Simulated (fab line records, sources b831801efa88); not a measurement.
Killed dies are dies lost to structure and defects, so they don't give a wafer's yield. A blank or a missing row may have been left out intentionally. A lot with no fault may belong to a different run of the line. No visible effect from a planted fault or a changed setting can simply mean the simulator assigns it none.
Which tool is to blame? | flow sky130 | 39 wafers from 13 lots sampled at 4 of the route's 708 steps

## WHAT EACH GAUGE READ, for each wafer
SKY_SD_P_CD_MEAS_07: target cd 380 nm. Usual: cd nm 379.9 nm, standard deviation 2.6.
lot  | measured     | on        | cd nm (nm)        | flag
L363 | day 25 17:44 | cd sem-01 | 378.1 379.5 377.7 |
L365 | day 26 14:00 | cd sem-01 | 378.2 378.1 378.0 |
L366 | day 26 19:26 | cd sem-01 | 378.9 379.5 378.4 |
L367 | day 27 03:10 | cd sem-01 | 383.5 382.4 381.1 |
L369 | day 28 17:07 | cd sem-02 | 383.5 381.9 381.7 |
L370 | day 28 18:11 | cd sem-02 | 379.9 380.6 376.9 |
L373 | day 29 12:47 | cd sem-01 | 382.7 382.8 384.5 |
L375 | day 30 12:16 | cd sem-02 | 375.9 376.1 377.4 |
L377 | day 30 20:20 | cd sem-01 | 380.0 380.1 377.5 |
L378 | day 30 20:58 | cd sem-02 | 383.3 381.3 381.3 |
L379 | day 31 01:09 | cd sem-01 | 381.7 379.5 380.5 |
L381 | day 31 15:35 | cd sem-01 | 381.5 378.8 380.4 |
L385 | day 32 21:48 | cd sem-01 | 383.9 382.8 382.6 |

SKY_METAL1_THK_MEAS_06: measures by xrf. Usual: METAL1_ALCU_THK 247 nm, standard deviation 3.1.
lot  | measured     | on            | METAL1_ALCU_THK (nm) | flag
L363 | day 31 21:54 | film metro-03 | 250 251 252          |
L365 | day 32 15:56 | film metro-04 | 250 245 251          |
L366 | day 32 21:32 | film metro-03 | 246 243 242          |
L367 | day 33 04:50 | film metro-04 | 249 248 245          |
L369 | day 34 17:11 | film metro-02 | 248 247 247          |
L370 | day 34 17:39 | film metro-04 | 252 253 251          |
L373 | day 35 09:50 | film metro-02 | 245 241 242          |
L375 | day 36 07:49 | film metro-02 | 247 244 246          |
L377 | day 36 15:49 | film metro-03 | 244 244 246          |
L378 | day 36 16:38 | film metro-02 | 244 247 248          |
L379 | day 36 20:55 | film metro-04 | 252 251 249          |
L381 | day 37 10:01 | film metro-03 | 247 242 245          |
L385 | day 38 15:21 | film metro-04 | 250 250 247          |

SKY_VIA1_THK_MEAS_23: measures by xrf. Usual: VIA1_W_THK 273 nm, standard deviation 5.3.
lot  | measured     | on            | VIA1_W_THK (nm) | flag
L363 | day 34 06:46 | film metro-01 | 272 266 272     |
L365 | day 34 23:37 | film metro-03 | 276 275 277     |
L366 | day 35 04:49 | film metro-03 | 276 281 277     |
L367 | day 35 12:34 | film metro-01 | 273 270 267     |
L369 | day 37 00:31 | film metro-03 | 280 280 281     |
L370 | day 37 00:40 | film metro-02 | 275 276 272     |
L373 | day 37 16:03 | film metro-03 | 277 281 271     |
L375 | day 38 13:27 | film metro-03 | 282 278 278     |
L377 | day 38 22:12 | film metro-02 | 273 273 270     |
L378 | day 38 22:17 | film metro-03 | 280 276 277     |
L379 | day 39 03:00 | film metro-01 | 272 274 269     |
L381 | day 39 13:55 | film metro-01 | 270 273 273     |
L385 | day 40 21:14 | film metro-03 | 279 280 282     |

## TOOL THAT RAN EACH LOT (tool first, then ch and the chambers of the sampled wafers, then the start)
lot  | SKY_CONTACT_ETCH_18
L363 | rie diel-02 ch 1,3, day 31 20:00
L365 | rie diel-01 ch 1,2, day 32 14:00
L366 | rie diel-03 ch 0,3, day 32 19:00
L367 | rie diel-01 ch 0,3, day 33 03:00
L369 | rie diel-03 ch 1,2, day 34 15:00
L370 | rie diel-02 ch 0,1,2, day 34 16:00
L373 | rie diel-01 ch 1,2, day 35 08:00
L375 | rie diel-01 ch 0,2,3, day 36 06:00
L377 | rie diel-01 ch 0,2,3, day 36 14:00
L378 | rie diel-02 ch 0,1, day 36 14:00
L379 | rie diel-02 ch 0,1,2, day 36 19:00
L381 | rie diel-03 ch 2,3, day 37 08:00
L385 | rie diel-02 ch 0,1,3, day 38 13:00
- SKY_CONTACT_ETCH_18: etches Si3N4 in CHF3/O2, stops on TiN, time 39 s, target depth 75 nm.

## AS READ BY THE TOOLS THEMSELVES (means over the sampled wafers that have a number; for cases with no such wafer, the mark the record gives instead)
SKY_CONTACT_ETCH_18. Usual: O2_flow_sccm 5.001 sccm, standard deviation 0.016; bias w 200.0 W, standard deviation 0.55; chamber pressure mTorr 40.00 mTorr, standard deviation 0.034; drypump motor current A 5.6 A, standard deviation 0.38; oes product au 0.854 a.u., standard deviation 0.008; throttle valve pct 8.792 %, standard deviation 0.01.
lot  | tool        | O2_flow_sccm (sccm) | bias w (W) | chamber pressure mTorr (mTorr) | drypump motor current A (A) | oes product au (a.u.) | throttle valve pct (%) | flag
L363 | rie diel-02 | 5.000               | 199.7      | 40.01                          | 5.5                         | 0.848                 | 8.792                  |
L365 | rie diel-01 | 5.028               | 200.2      | 39.98                          | 5.2                         | 0.860                 | 8.796                  |
L366 | rie diel-03 | 5.003               | 200.6      | 40.02                          | 5.2                         | 0.850                 | 8.785                  |
L367 | rie diel-01 | 4.980               | 200.2      | 40.02                          | 5.6                         | 0.850                 | 8.794                  |
L369 | rie diel-03 | 5.010               | 199.9      | 39.98                          | 5.9                         | 0.853                 | 8.791                  |
L370 | rie diel-02 | 5.006               | 199.8      | 39.98                          | 5.8                         | 0.853                 | 8.795                  |
L373 | rie diel-01 | 5.011               | 200.1      | 39.99                          | 5.2                         | 0.861                 | 8.780                  |
L375 | rie diel-01 | 4.992               | 222.9      | 40.03                          | 5.7                         | 0.862                 | 8.794                  | OFF
L377 | rie diel-01 | 5.012               | 223.1      | 39.98                          | 5.7                         | 0.857                 | 8.800                  | OFF
L378 | rie diel-02 | 5.000               | 199.8      | 40.00                          | 5.9                         | 0.844                 | 8.792                  |
L379 | rie diel-02 | 4.996               | 200.6      | 40.01                          | 5.8                         | 0.844                 | 8.797                  |
L381 | rie diel-03 | 4.976               | 199.8      | 40.03                          | 5.8                         | 0.849                 | 8.805                  |
L385 | rie diel-02 | 5.007               | 199.6      | 39.99                          | 5.6                         | 0.840                 | 8.787                  |

## THE ANSWER, worked out from the rows above alone
Rule: take the mean of a lot's wafers that have a number; if it is more than 3 standard deviations from the usual mean, the lot is off. A lot without any number at a reading at which 4 lots or more have one is off too. Where the step has rows for the other lots, those lots are counted as sound. The gauges are gone through in route order, then the tools' own readings, and for those a lot's mean is taken as printed above. The first step at which some lot is off is used, and at that step the reading that is off furthest; a lot without a number counts as furthest.
Off: L375, L377 (SKY_CONTACT_ETCH_18, bias w).
A tool fits if, at that step or a process step before it, it ran every lot that is off, and no sound lot after the first of them. One fits: rie diel-01 at SKY_CONTACT_ETCH_18. A fault onset in the window from L373 (day 35 08:00, its last sound lot) to L375 (day 36 06:00, its first lot off) fits.
On the lots that are off, the tool's own readings at SKY_CONTACT_ETCH_18 differ by more than 5 times the standard deviation of the sound lots' means, which bears it out; bias w reads 223.0 W there versus 200.0 W on the sound lots.

## WHAT THE SIMULATOR PUT IN
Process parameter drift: rie diel-01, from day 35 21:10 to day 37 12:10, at SKY_CONTACT_ETCH_18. Setting bias w, moved by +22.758, from 200. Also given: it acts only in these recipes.
Struck lots among those shown: L375, L377. The rule above found the same.
